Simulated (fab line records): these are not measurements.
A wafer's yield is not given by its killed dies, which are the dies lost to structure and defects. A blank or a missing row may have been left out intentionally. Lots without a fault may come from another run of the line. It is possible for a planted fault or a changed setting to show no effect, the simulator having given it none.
fab line records -- flow sky130
record: lots: 13, wafers: 39, last_day: 50
route steps=708 shown POLY_GATE@228 LDD_HVN@271
lots that met no fault: from a run of the same line without faults
start_h: start of the lot's first displayed wafer, in hours after the record's first day -- wait_h: how many hours have passed since the lot's step before this one -- " repeats the value in the row above -- L1.1+2: one row covering several wafers at once -- - no value present, or no start provided -- * or withheld: withheld -- < > ~ a bound
route shown NAME@n: a module of which the file shows steps, and the number in the route of the first -- usual: mean/standard deviation taken from wafers without a fault -- same: alike in all rows -- chamber/n: place in a boat -- sites: the reading at each site -- _std_site: standard deviation across them -- _edge_site: the outer-site mean with the inner-site mean subtracted -- radius_mm: how far each site lies from the wafer's centre -- mask NAME#n: copy n -- behind: the last tool/chamber to shape the wafer -- hold: what put the lot on hold/how long, in hours/how the hold closed -- device: transistor that didn't switch, given as n, p or np -- end of line: at the end of the route, the tests of the same wafers -- where a step has no rows: the recipe by itself -- killed: not the wafer's yield, but the dies lost to structure and defects at the first sort -- map: the dies of a wafer, with x for killed, . for not killed, _ for no die there
set.NAME: setting as actually run; set.NAME@STEP: the setting as run at that earlier step -- model.NAME: the simulator's own value behind a step, which no gauge read
the route's steps for a sample of lots (tables are steps, rows are wafers)
services: a tool's chamber out of use, with start hour (start_h, from the record's first day; less than 0 if before it), hours out, and reason
== steps ==
step: SKY_POLY_GATE_OVL_MEAS_14
usual: POLY_GATE_OVL: 1/5.6
lot.wafer,tool,chamber,start_h,wait_h,POLY_GATE_OVL[nm]
L873.1,overlay-02,-,362.99,0.1,5
L873.4,overlay-02,-,362.99,0.1,1
L873.5,overlay-02,-,362.99,0.1,3
L874.1,overlay-02,-,373.21,0.1,14
L874.5,overlay-02,-,373.21,0.1,15
L874.6,overlay-02,-,373.21,0.1,6
L875.4,overlay-01,-,379.12,0.1,8
L875.5,overlay-01,-,379.12,0.1,12
L875.6,overlay-01,-,379.12,0.1,2
L876.4,overlay-01,-,385.80,0.1,-7
L876.5,overlay-01,-,385.80,0.1,-8
L876.6,overlay-01,-,385.80,0.1,-5
L877.3,overlay-01,-,399.21,0.1,-2
L877.5,overlay-01,-,399.21,0.1,-7
L877.6,overlay-01,-,399.21,0.1,1
L878.1,overlay-01,-,411.34,0.1,1
L878.2,overlay-01,-,411.34,0.1,10
L878.5,overlay-01,-,411.34,0.1,6
L880.1,overlay-01,-,444.69,0.1,7
L880.5,overlay-01,-,444.69,0.1,5
L880.6,overlay-01,-,444.69,0.1,2
L881.2,overlay-02,-,444.81,0.1,-5
L881.3,overlay-02,-,444.81,0.1,-4
L881.6,overlay-02,-,444.81,0.1,-3
L883.1,overlay-01,-,457.45,0.1,-2
L883.4,overlay-01,-,457.45,0.1,-5
L883.6,overlay-01,-,457.45,0.1,5
L893.1,overlay-01,-,549.00,0.1,-4
L893.3,overlay-01,-,549.00,0.1,3
L893.5,overlay-01,-,549.00,0.1,0
L894.1,overlay-01,-,559.49,0.1,7
L894.3,overlay-01,-,559.49,0.1,7
L894.6,overlay-01,-,559.49,0.1,5
L895.2,overlay-02,-,560.46,0.1,-4
L895.4,overlay-02,-,560.46,0.1,0
L895.6,overlay-02,-,560.46,0.1,-3
L896.1,overlay-01,-,562.86,0.1,-3
L896.3,overlay-01,-,562.86,0.1,-3
L896.6,overlay-01,-,562.86,0.1,7
step: SKY_POLY_GATE_ETCH_16
recipe: stop_on: poly-Si, chemistry: CH3F/O2, target: Si3N4, source_w: 400, bias_w: 80, pressure_mtorr: 25, ch3f_flow_sccm: 40, O2_flow_sccm: 30, time_s: 147.5, target_depth_a: 750
usual: drypump_motor_current_A: 5.9/0.42, oes_product_au: 0.639/0.0054, rf_fwd_power_W: 397.9/1.2, throttle_valve_pct: 10.536/0.0092
lot.wafer,tool,chamber,start_h,wait_h,drypump_motor_current_A,oes_product_au,rf_fwd_power_W,rf_hours_counter_h,throttle_valve_pct
L873.1,rie_diel-04,2,363.11,0.0,5.9,0.638,397.2,59,10.515
L873.4,rie_diel-04,3,363.11,0.0,6.0,0.637,399.2,10,10.527
L873.5,rie_diel-04,1,363.11,0.0,5.9,0.637,398.1,-,10.547
L874.1,rie_diel-03,3,373.33,0.0,5.5,0.637,397.6,1,10.552
L874.5,rie_diel-03,1,373.33,0.0,5.1,0.641,398.8,-,10.534
L874.6,rie_diel-03,2,373.33,0.0,6.7,0.648,396.4,-,10.536
L875.4,rie_diel-04,2,379.27,0.0,5.9,0.642,396.2,-,10.521
L875.5,rie_diel-04,3,379.27,0.0,6.0,0.648,397.6,-,10.545
L875.6,rie_diel-04,1,379.27,0.0,5.9,0.635,398.2,-,10.537
L876.4,rie_diel-04,3,385.95,0.0,6.0,0.639,397.4,-,10.538
L876.5,rie_diel-04,1,385.95,0.0,5.9,0.641,398.0,-,10.523
L876.6,rie_diel-04,2,385.95,0.0,5.9,0.639,395.9,-,10.540
L877.3,rie_diel-04,0,399.40,0.1,5.8,0.645,395.6,-,10.549
L877.5,rie_diel-04,0,399.40,0.1,5.8,0.632,396.2,-,10.530
L877.6,rie_diel-04,2,399.40,0.1,5.9,0.630,395.3,-,10.538
L878.1,rie_diel-03,2,411.46,0.0,6.8,0.631,397.4,57,10.547
L878.2,rie_diel-03,3,411.46,0.0,5.5,0.646,398.2,2,10.542
L878.5,rie_diel-03,1,411.46,0.0,5.1,0.633,398.3,-,10.545
L880.1,rie_diel-01,3,444.81,0.0,6.2,0.639,396.3,0,10.539
L880.5,rie_diel-01,3,444.81,0.0,6.2,0.633,398.1,-,10.550
L880.6,rie_diel-01,0,444.81,0.0,6.3,0.635,396.2,-,10.522
L881.2,rie_diel-03,3,444.93,0.0,5.5,0.642,399.0,2,10.548
L881.3,rie_diel-03,1,444.93,0.0,5.1,0.641,398.2,57,10.541
L881.6,rie_diel-03,0,444.93,0.0,5.8,0.636,397.8,-,10.533
L883.1,rie_diel-03,3,457.57,0.0,5.5,0.632,398.5,3,10.540
L883.4,rie_diel-03,1,457.57,0.0,5.1,0.637,398.3,57,10.529
L883.6,rie_diel-03,2,457.57,0.0,6.7,0.641,398.2,-,10.545
L893.1,rie_diel-03,3,549.12,0.0,5.5,0.636,398.8,5,10.524
L893.3,rie_diel-03,0,549.12,0.0,5.8,0.636,399.0,9,10.544
L893.5,rie_diel-03,0,549.12,0.0,5.8,0.635,397.5,-,10.541
L894.1,rie_diel-04,0,559.61,0.0,5.8,0.652,397.1,4,10.531
L894.3,rie_diel-04,2,559.61,0.0,5.9,0.635,399.0,63,10.533
L894.6,rie_diel-04,1,559.61,0.0,5.9,0.642,399.0,-,10.531
L895.2,rie_diel-03,3,560.57,0.0,5.5,0.636,396.7,5,10.543
L895.4,rie_diel-03,2,560.57,0.0,6.8,0.633,397.8,59,10.531
L895.6,rie_diel-03,2,560.57,0.0,6.7,0.633,396.5,-,10.532
L896.1,rie_diel-04,2,562.98,0.0,5.9,0.634,397.6,63,10.538
L896.3,rie_diel-04,0,562.98,0.0,5.8,0.645,399.1,4,10.533
L896.6,rie_diel-04,1,562.98,0.0,5.9,0.635,400.1,-,10.540
step: SKY_LDD_HVN_EXPOSE_04
recipe: mask_id: HVNTM, na: 0.6, source_shape: conventional, sigma_outer: 0.6, polarization: unpolarized, target_cd_nm: 700, dose_mj: 127
usual: reticle_temp_C: 23.02/0.093
lot.wafer,tool,chamber,start_h,wait_h,mask,reticle_temp_C
L873.1,iline_stepper-02,0,438.37,-,HVNTM#0,22.92
L873.4,iline_stepper-02,0,438.37,-,HVNTM#0,23.03
L873.5,iline_stepper-02,0,438.37,-,HVNTM#0,22.88
L874.1,iline_stepper-01,0,450.46,-,HVNTM#0,23.18
L874.5,iline_stepper-01,0,450.46,-,HVNTM#0,23.05
L874.6,iline_stepper-01,0,450.46,-,HVNTM#0,23.05
L875.4,iline_stepper-01,0,457.36,-,HVNTM#0,23.16
L875.5,iline_stepper-01,0,457.36,-,HVNTM#0,23.09
L875.6,iline_stepper-01,0,457.36,-,HVNTM#0,23.02
L876.4,iline_stepper-01,0,465.25,-,HVNTM#0,22.97
L876.5,iline_stepper-01,0,465.25,-,HVNTM#0,22.94
L876.6,iline_stepper-01,0,465.25,-,HVNTM#0,23.12
L877.3,iline_stepper-02,0,478.92,-,HVNTM#0,22.87
L877.5,iline_stepper-02,0,478.92,-,HVNTM#0,23.03
L877.6,iline_stepper-02,0,478.92,-,HVNTM#0,22.99
L878.1,iline_stepper-02,0,491.81,-,HVNTM#0,22.99
L878.2,iline_stepper-02,0,491.81,-,HVNTM#0,23.00
L878.5,iline_stepper-02,0,491.81,-,HVNTM#0,22.92
L881.2,iline_stepper-02,0,523.09,-,HVNTM#0,23.00
L881.3,iline_stepper-02,0,523.09,-,HVNTM#0,22.88
L881.6,iline_stepper-02,0,523.09,-,HVNTM#0,23.02
L880.1,iline_stepper-02,0,528.56,-,HVNTM#0,22.89
L880.5,iline_stepper-02,0,528.56,-,HVNTM#0,22.80
L880.6,iline_stepper-02,0,528.56,-,HVNTM#0,23.06
L883.1,iline_stepper-01,0,542.61,-,PSDM#0,23.00
L883.4,iline_stepper-01,0,542.61,-,PSDM#0,23.05
L883.6,iline_stepper-01,0,542.61,-,PSDM#0,23.06
L893.1,iline_stepper-01,0,627.18,-,HVNTM#0,22.92
L893.3,iline_stepper-01,0,627.18,-,HVNTM#0,23.09
L893.5,iline_stepper-01,0,627.18,-,HVNTM#0,22.95
L894.1,iline_stepper-01,0,636.02,-,HVNTM#0,23.14
L894.3,iline_stepper-01,0,636.02,-,HVNTM#0,23.06
L894.6,iline_stepper-01,0,636.02,-,HVNTM#0,22.93
L895.2,iline_stepper-01,0,636.64,-,HVNTM#0,23.07
L895.4,iline_stepper-01,0,636.64,-,HVNTM#0,23.11
L895.6,iline_stepper-01,0,636.64,-,HVNTM#0,23.00
L896.1,iline_stepper-01,0,639.97,-,HVNTM#0,23.03
L896.3,iline_stepper-01,0,639.97,-,HVNTM#0,23.04
L896.6,iline_stepper-01,0,639.97,-,HVNTM#0,23.01
step: SKY_LDD_HVN_OVL_MEAS_07
usual: LDD_HVN_OVL: -0.2/1.4
lot.wafer,tool,chamber,start_h,wait_h,LDD_HVN_OVL[nm]
L873.1,overlay-01,-,453.54,0.1,-0.8
L873.4,overlay-01,-,453.54,0.1,-0.8
L873.5,overlay-01,-,453.54,0.1,-0.1
L874.1,overlay-02,-,465.27,0.1,-0.9
L874.5,overlay-02,-,465.27,0.1,-2.6
L874.6,overlay-02,-,465.27,0.1,-3.2
L875.4,overlay-02,-,471.77,0.1,0.7
L875.5,overlay-02,-,471.77,0.1,0.5
L875.6,overlay-02,-,471.77,0.1,-0.3
L876.4,overlay-01,-,479.69,0.1,-1.1
L876.5,overlay-01,-,479.69,0.1,-3.5
L876.6,overlay-01,-,479.69,0.1,-2.1
L877.3,overlay-02,-,493.70,0.1,0.5
L877.5,overlay-02,-,493.70,0.1,2.1
L877.6,overlay-02,-,493.70,0.1,0.9
L878.1,overlay-01,-,507.26,0.1,-0.8
L878.2,overlay-01,-,507.26,0.1,-0.4
L878.5,overlay-01,-,507.26,0.1,-0.5
L881.2,overlay-02,-,538.11,0.1,-1.9
L881.3,overlay-02,-,538.11,0.1,-0.7
L881.6,overlay-02,-,538.11,0.1,1.5
L880.1,overlay-01,-,543.56,0.1,-0.5
L880.5,overlay-01,-,543.56,0.1,-0.2
L880.6,overlay-01,-,543.56,0.1,0.7
L883.1,overlay-01,-,557.44,0.1,-
L883.4,overlay-01,-,557.44,0.1,-
L883.6,overlay-01,-,557.44,0.1,-
L893.1,overlay-01,-,641.64,0.1,-0.6
L893.3,overlay-01,-,641.64,0.1,-2.5
L893.5,overlay-01,-,641.64,0.1,0.4
L894.1,overlay-02,-,650.11,0.1,-2.2
L894.3,overlay-02,-,650.11,0.1,-1.8
L894.6,overlay-02,-,650.11,0.1,0.2
L895.2,overlay-02,-,650.63,0.1,-1.3
L895.4,overlay-02,-,650.63,0.1,-1.7
L895.6,overlay-02,-,650.63,0.1,-1.0
L896.1,overlay-01,-,654.02,0.1,-0.5
L896.3,overlay-01,-,654.02,0.1,-2.5
L896.6,overlay-01,-,654.02,0.1,-1.8
step: SKY_LDD_HVN_STRIP_09
recipe: chemistry: O2/N2, power_w: 1400, pressure_mtorr: 1500, platen_temp_c: withheld, o2_flow_sccm: 3000, n2_flow_sccm: 300, overash_fraction: 0.5
usual: drypump_motor_current_A: 5.7/0.38, n2_flow_sccm: 300.0/0.94, oes_product_au: 0.409/0.0042, strip_time_to_endpoint_s: 4.134/0.015
lot.wafer,tool,chamber,start_h,wait_h,drypump_motor_current_A,n2_flow_sccm,oes_product_au,rf_hours_counter_h,strip_time_to_endpoint_s
L873.1,plasma_asher-04,0,453.72,0.1,5.8,299.5,0.418,32,4.161
L873.4,plasma_asher-04,1,453.72,0.1,6.2,299.2,0.402,-,4.145
L873.5,plasma_asher-04,1,453.72,0.1,6.2,299.2,0.405,-,4.135
L874.1,plasma_asher-02,0,465.46,0.1,5.9,299.8,0.404,3,4.140
L874.5,plasma_asher-02,1,465.46,0.1,5.1,299.4,0.409,-,4.142
L874.6,plasma_asher-02,0,465.46,0.1,5.9,299.3,0.412,-,4.140
L875.4,plasma_asher-01,1,471.98,0.1,5.5,299.0,0.407,-,4.129
L875.5,plasma_asher-01,1,471.98,0.1,5.5,298.3,0.408,-,4.138
L875.6,plasma_asher-01,0,471.98,0.1,5.3,301.0,0.406,-,4.125
L876.4,plasma_asher-04,0,479.89,0.1,5.8,300.1,0.402,-,4.114
L876.5,plasma_asher-04,0,479.89,0.1,5.8,299.8,0.401,-,4.095
L876.6,plasma_asher-04,1,479.89,0.1,6.2,300.7,0.410,-,4.110
L877.3,plasma_asher-04,1,493.91,0.1,6.2,299.7,0.404,-,4.120
L877.5,plasma_asher-04,0,493.91,0.1,5.8,301.0,0.408,-,4.150
L877.6,plasma_asher-04,1,493.91,0.1,6.2,300.2,0.412,-,4.138
L878.1,plasma_asher-01,1,507.44,0.1,5.5,300.7,0.411,69,4.139
L878.2,plasma_asher-01,0,507.44,0.1,5.3,301.0,0.402,69,4.133
L878.5,plasma_asher-01,0,507.44,0.1,5.3,300.2,0.404,-,4.120
L881.2,plasma_asher-01,1,538.29,0.1,5.5,299.7,0.406,72,4.134
L881.3,plasma_asher-01,1,538.29,0.1,5.5,298.3,0.407,-,4.155
L881.6,plasma_asher-01,0,538.29,0.1,5.3,298.5,0.414,-,4.158
L880.1,plasma_asher-01,1,543.74,0.1,5.5,301.7,0.404,73,4.159
L880.5,plasma_asher-01,0,543.74,0.1,5.3,298.8,0.406,-,4.110
L880.6,plasma_asher-01,1,543.74,0.1,5.5,300.5,0.411,-,4.151
L883.1,plasma_asher-02,1,557.62,0.1,5.1,300.1,0.414,13,4.159
L883.4,plasma_asher-02,0,557.62,0.1,5.9,298.3,0.409,-,4.166
L883.6,plasma_asher-02,0,557.62,0.1,5.9,298.6,0.407,-,4.141
L893.1,plasma_asher-04,1,641.82,0.1,6.2,299.8,0.408,52,4.150
L893.3,plasma_asher-04,1,641.82,0.1,6.2,300.2,0.411,-,4.128
L893.5,plasma_asher-04,0,641.82,0.1,5.7,299.0,0.410,-,4.124
L894.1,plasma_asher-02,1,650.29,0.1,5.1,299.5,0.414,22,4.135
L894.3,plasma_asher-02,1,650.29,0.1,5.1,300.0,0.408,-,4.156
L894.6,plasma_asher-02,1,650.29,0.1,5.1,299.9,0.407,-,4.136
L895.2,plasma_asher-04,0,650.81,0.1,5.8,300.4,0.401,53,4.126
L895.4,plasma_asher-04,0,650.81,0.1,5.8,299.3,0.399,-,4.140
L895.6,plasma_asher-04,0,650.81,0.1,5.8,298.8,0.405,-,4.151
L896.1,plasma_asher-02,1,654.21,0.1,5.1,300.4,0.408,22,4.115
L896.3,plasma_asher-02,0,654.21,0.1,5.9,300.8,0.409,-,4.130
L896.6,plasma_asher-02,1,654.21,0.1,5.1,301.5,0.406,-,4.128
step: SKY_LDD_HVN_TW_MEAS_10
usual: LDD_HVN_TW: 1441/11
lot.wafer,tool,chamber,start_h,wait_h,LDD_HVN_TW
L873.1,film_metro-02,-,453.82,0.1,1434
L873.4,film_metro-02,-,453.82,0.1,1428
L873.5,film_metro-02,-,453.82,0.1,1428
L874.1,film_metro-02,-,465.56,0.1,1428
L874.5,film_metro-02,-,465.56,0.1,1434
L874.6,film_metro-02,-,465.56,0.1,1441
L875.4,film_metro-02,-,472.07,0.1,1431
L875.5,film_metro-02,-,472.07,0.1,1430
L875.6,film_metro-02,-,472.07,0.1,1430
L876.4,film_metro-02,-,479.99,0.1,1432
L876.5,film_metro-02,-,479.99,0.1,1430
L876.6,film_metro-02,-,479.99,0.1,1437
L877.3,film_metro-01,-,493.99,0.1,1464
L877.5,film_metro-01,-,493.99,0.1,1447
L877.6,film_metro-01,-,493.99,0.1,1463
L878.1,film_metro-02,-,507.54,0.1,1419
L878.2,film_metro-02,-,507.54,0.1,1424
L878.5,film_metro-02,-,507.54,0.1,1425
L881.2,film_metro-01,-,538.40,0.1,1444
L881.3,film_metro-01,-,538.40,0.1,1446
L881.6,film_metro-01,-,538.40,0.1,1446
L880.1,film_metro-01,-,543.84,0.1,1442
L880.5,film_metro-01,-,543.84,0.1,1443
L880.6,film_metro-01,-,543.84,0.1,1450
L883.1,film_metro-02,-,557.72,0.1,30
L883.4,film_metro-02,-,557.72,0.1,30
L883.6,film_metro-02,-,557.72,0.1,30
L893.1,film_metro-01,-,641.92,0.1,1455
L893.3,film_metro-01,-,641.92,0.1,1463
L893.5,film_metro-01,-,641.92,0.1,1463
L894.1,film_metro-02,-,650.39,0.1,1427
L894.3,film_metro-02,-,650.39,0.1,1439
L894.6,film_metro-02,-,650.39,0.1,1433
L895.2,film_metro-02,-,650.92,0.1,1439
L895.4,film_metro-02,-,650.92,0.1,1431
L895.6,film_metro-02,-,650.92,0.1,1434
L896.1,film_metro-04,-,654.31,0.1,1456
L896.3,film_metro-04,-,654.31,0.1,1447
L896.6,film_metro-04,-,654.31,0.1,1453
== services ==
tool,chamber,start_h,hours,kind
iline_stepper-02,-,339.56,1.0,repair
plasma_asher-01,-,341.27,2.0,repair
plasma_asher-02,-,377.76,0.6,repair
iline_stepper-01,-,378.22,2.6,repair
iline_stepper-02,-,380.90,1.7,pm
rie_diel-04,1,391.57,15.4,repair
rie_diel-04,3,395.09,4.6,repair
plasma_asher-02,-,421.25,9.0,pm
plasma_asher-02,-,433.32,1.2,repair
rie_diel-04,0,446.31,9.7,repair
rie_diel-03,2,472.67,6.0,repair
rie_diel-04,2,483.63,42.0,repair
rie_diel-03,1,487.13,9.6,repair
iline_stepper-02,-,549.78,2.1,pm
rie_diel-04,2,552.23,3.4,repair
iline_stepper-02,-,562.20,7.9,repair
rie_diel-03,0,568.64,2.9,repair
iline_stepper-01,-,575.26,6.2,repair
iline_stepper-01,-,585.20,4.4,pm
iline_stepper-02,-,599.08,1.7,pm
iline_stepper-02,-,600.94,2.3,repair
rie_diel-04,3,601.84,13.1,repair
rie_diel-03,1,614.48,3.2,repair
plasma_asher-04,-,648.97,0.6,repair
== key ==
first_sign: step: SKY_LDD_HVN_EXPOSE_04, reading: mask, direction: changed
effect: step: SKY_LDD_HVN_OVL_MEAS_07, reading: LDD_HVN_OVL, direction: missing
effect: step: SKY_LDD_HVN_TW_MEAS_10, reading: LDD_HVN_TW, direction: down, sigmas: 99+, usual: 1441, struck: 30
met_at SKY_LDD_HVN_EXPOSE_04
struck_lots L883
sort_left_out L883.1,L883.4,L883.6
tester_left_out L883
not_acting_at SKY_POLY_GATE_OVL_MEAS_14,SKY_POLY_GATE_ETCH_16,SKY_LDD_HVN_STRIP_09
onset_between 465.25 542.61
fault: kind: wrong_mask, tool: any, chamber: -, onset_h: 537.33, steps: SKY_LDD_HVN_EXPOSE_04, aux_copy: PSDM#0, scope: struck_lots_only
tester_left_out: of these lots the tester's yield and bins aren't shown, on N5 and GAA mostly nor the transistor test; their killed dies are dies lost to structure and defects alone, not to doping, threshold or leakage, so they don't give the yield
sort_left_out: the simulated sort isn't trusted on such a fault, so these wafers' sort isn't shown, and their yield isn't known
